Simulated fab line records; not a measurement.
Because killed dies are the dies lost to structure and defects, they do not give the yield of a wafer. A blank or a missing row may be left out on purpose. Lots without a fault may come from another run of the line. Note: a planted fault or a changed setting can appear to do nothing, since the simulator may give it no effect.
What tool caused it?	flow sky130	30 wafers from 10 lots sampled at 4 of the route's 708 steps

== WHAT THE GAUGES READ, wafer by wafer ==
SKY_VIA4_RS_MEAS_19: measures by four-point-probe.
lot	measured	on	VIA4_W_RS (ohm/sq)
L513	day 42 23:40	filmMetro-02	0.2287 0.2275 0.2291
L514	day 43 04:17	filmMetro-02	0.2244 0.2248 0.2277
L518	day 44 09:38	filmMetro-03	0.2240 0.2267 0.2273
L520	day 45 03:06	filmMetro-02	0.2279 0.2259 0.2197
L527	day 46 16:19	filmMetro-01	0.2298 0.2297 0.2297
L531	day 47 18:50	filmMetro-02	0.2179 0.2145 0.2174
L532	day 48 01:55	filmMetro-01	0.2175 0.2149 0.2134
L533	day 48 02:43	filmMetro-01	0.2163 0.2151 0.2165
L534	day 48 10:59	filmMetro-03	0.2283 0.2289 0.2269
L535	day 48 16:43	filmMetro-01	0.2299 0.2292 0.2289

== WHAT TOOL EACH LOT RAN ON (gives the tool, then ch and the chambers of the sampled wafers, and finally the start) ==
lot	SKY_METAL3_ETCH_17	SKY_METAL4_SOFTBAKE_09	SKY_VIA4_CVD_18
L513	rieDiel-01 ch 2,3, day 38 18:02	lithoTrack-04 ch 0, day 42 23:31 or earlier	cvdW-01 ch 0,1, day 42 23:31
L514	rieDiel-04 ch 0,3, day 38 21:10	lithoTrack-03 ch 0, day 43 04:07 or earlier	cvdW-01 ch 0,1, day 43 04:07
L518	rieDiel-02 ch 0,3, day 40 04:31	lithoTrack-03 ch 0, day 44 09:29 or earlier	cvdW-01 ch 0,1, day 44 09:29
L520	rieDiel-04 ch 2,3, day 41 00:58	lithoTrack-04 ch 0, day 45 02:58 or earlier	cvdW-01 ch 0,1, day 45 02:58
L527	rieDiel-02 ch 1,2, day 42 20:38	lithoTrack-04 ch 0, day 46 16:08 or earlier	cvdW-02 ch 0,1, day 46 16:08
L531	rieDiel-02 ch 0,3, day 44 00:01	lithoTrack-02 ch 0, day 47 18:41 or earlier	cvdW-01 ch 0,1, day 47 18:41
L532	rieDiel-02 ch 0,1,3, day 44 09:49	lithoTrack-03 ch 0, day 48 01:44 or earlier	cvdW-01 ch 0,1, day 48 01:44
L533	rieDiel-01 ch 0,3, day 44 10:23	lithoTrack-03 ch 0, day 48 02:32 or earlier	cvdW-01 ch 0,1, day 48 02:32
L534	rieDiel-02 ch 0,3, day 44 19:46	lithoTrack-02 ch 0, day 48 10:50 or earlier	cvdW-02 ch 0,1, day 48 10:50
L535	rieDiel-01 ch 0,2,3, day 45 01:08	lithoTrack-04 ch 0, day 48 16:33 or earlier	cvdW-02 ch 0, day 48 16:33
- SKY_METAL3_ETCH_17: etches SiO2 in C4F8/O2/Ar, stops on TiN, time 3.9 s, target depth 15 nm.
- SKY_METAL4_SOFTBAKE_09: time 92.46 s.
- SKY_VIA4_CVD_18: deposits W, target thk 505 nm, time 152.14 s.

== THE ANSWER, worked out from the rows above alone ==
Rule: what is usual is taken from the lots themselves. Put in order of their means at a reading, lots are off if they are a third of the lots or fewer, leave a main group of 4 or more, and stand apart from it by a gap of 3 or more times the standard deviation of the main group's means; of several such gaps the widest counts. Not used: any main group whose means are identical at the precision the tables above print for the reading. A lot without any number at a reading at which 4 lots or more have one is off too. Where the step has rows for the other lots, those lots are counted as sound.
Off: L531, L532, L533, seen at SKY_VIA4_RS_MEAS_19 (VIA4_W_RS). Mean 0.2274 ohm/sq and standard deviation 0.0019 in the main group.
If a tool, at a process step before that reading, ran all the lots that are off and no sound lot after the first of them, it fits. Those tools and the gauges at SKY_VIA4_RS_MEAS_19 are tried in the same way. Because SKY_METAL4_SOFTBAKE_09 lacks a start for some lots, the hours and order of its lots are taken from SKY_VIA4_CVD_18. One fits: SKY_VIA4_CVD_18 on cvdW-01. Its last sound lot is L520 (day 45 02:58), its first lot that is off L531 (day 47 18:41): a fault that began between those two fits.

== WHAT THE SIMULATOR HAD PUT IN ==
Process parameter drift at SKY_VIA4_CVD_18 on cvdW-01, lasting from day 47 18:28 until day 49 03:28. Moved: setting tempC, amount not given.
Lots struck among those shown: L531, L532, L533. The rule above found the same.
